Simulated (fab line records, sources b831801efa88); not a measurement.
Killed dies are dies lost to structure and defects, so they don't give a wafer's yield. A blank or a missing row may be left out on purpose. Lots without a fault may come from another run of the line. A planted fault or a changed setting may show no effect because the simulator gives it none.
Which tool did it? | flow sky130 | 11 lots, 33 wafers sampled, at 2 steps of a route of 708

WHAT THE GAUGES READ, wafer by wafer
SKY_VIA2_BOW_MEAS_03.
lot  | measured     | on            | VIA2_BOW (um)
L567 | day 35 14:13 | film_metro-01 | 89 98 82
L568 | day 36 01:57 | film_metro-03 | 88 86 87
L571 | day 36 15:01 | film_metro-01 | 79 99 92
L578 | day 39 00:06 | film_metro-01 | 82 98 87
L581 | day 39 19:53 | film_metro-03 | 78 91 90
L583 | day 40 07:15 | film_metro-02 | 82 82 86
L584 | day 40 13:50 | film_metro-03 | 86 92 88
L585 | day 40 15:50 | film_metro-03 | 90 93 92
L586 | day 40 23:02 | film_metro-02 | 87 90 84
L588 | day 41 08:37 | film_metro-02 | 84 84 83
L589 | day 41 18:43 | film_metro-01 | 81 85 93

WHICH TOOL RAN EACH LOT (tool, then ch and the chambers of the sampled wafers, then the start)
lot  | SKY_METAL2_SPUTTER_01
L567 | pvd_sputter-01, day 34 11:02
L568 | pvd_sputter-01, day 34 22:53
L571 | pvd_sputter-01, day 35 12:38
L578 | pvd_sputter-01, day 37 21:38
L581 | pvd_sputter-02, day 38 17:26
L583 | pvd_sputter-04, day 39 05:10
L584 | pvd_sputter-02, day 39 11:41
L585 | pvd_sputter-04, day 39 14:10
L586 | pvd_sputter-02, day 39 20:53
L588 | pvd_sputter-04, day 40 06:40
L589 | pvd_sputter-02, day 40 17:04
- SKY_METAL2_SPUTTER_01: material TiN, target thk 20 nm, time 16.7 s.

WHAT THE TOOLS THEMSELVES READ (means of the sampled wafers that have a number; where no wafer has one, the mark that the record gives instead)
SKY_METAL2_SPUTTER_01.
lot  | tool           | throttle_valve_pct (%)
L567 | pvd_sputter-01 | 29.5
L568 | pvd_sputter-01 | 30.0
L571 | pvd_sputter-01 | 30.2
L578 | pvd_sputter-01 | 30.3
L581 | pvd_sputter-02 | 30.0
L583 | pvd_sputter-04 | 28.5
L584 | pvd_sputter-02 | 29.6
L585 | pvd_sputter-04 | 30.6
L586 | pvd_sputter-02 | 29.5
L588 | pvd_sputter-04 | 29.6
L589 | pvd_sputter-02 | 28.8

THE ANSWER, worked out from the rows above alone
Rule: what is usual is taken from the lots themselves. Put in order of their means at a reading, lots are off if they are a third of the lots or fewer, leave a main group of 4 or more, and stand apart from it by a gap of 3 or more times the standard deviation of the main group's means; of several such gaps the widest counts. A main group whose means are all the same, to the digits that the tables above print for the reading, isn't used. A lot without any number at a reading at which 4 lots or more have one is off too. The other lots that the step has rows for count as sound. The gauges are gone through in route order, then the tools' own readings, and for those a lot's mean is taken as printed above. The first step at which some lot is off is used, and at that step the reading that is off furthest; a lot without a number counts as furthest.
No lot is off at any reading shown: from this, nothing can be told.

WHAT THE SIMULATOR HAD PUT IN
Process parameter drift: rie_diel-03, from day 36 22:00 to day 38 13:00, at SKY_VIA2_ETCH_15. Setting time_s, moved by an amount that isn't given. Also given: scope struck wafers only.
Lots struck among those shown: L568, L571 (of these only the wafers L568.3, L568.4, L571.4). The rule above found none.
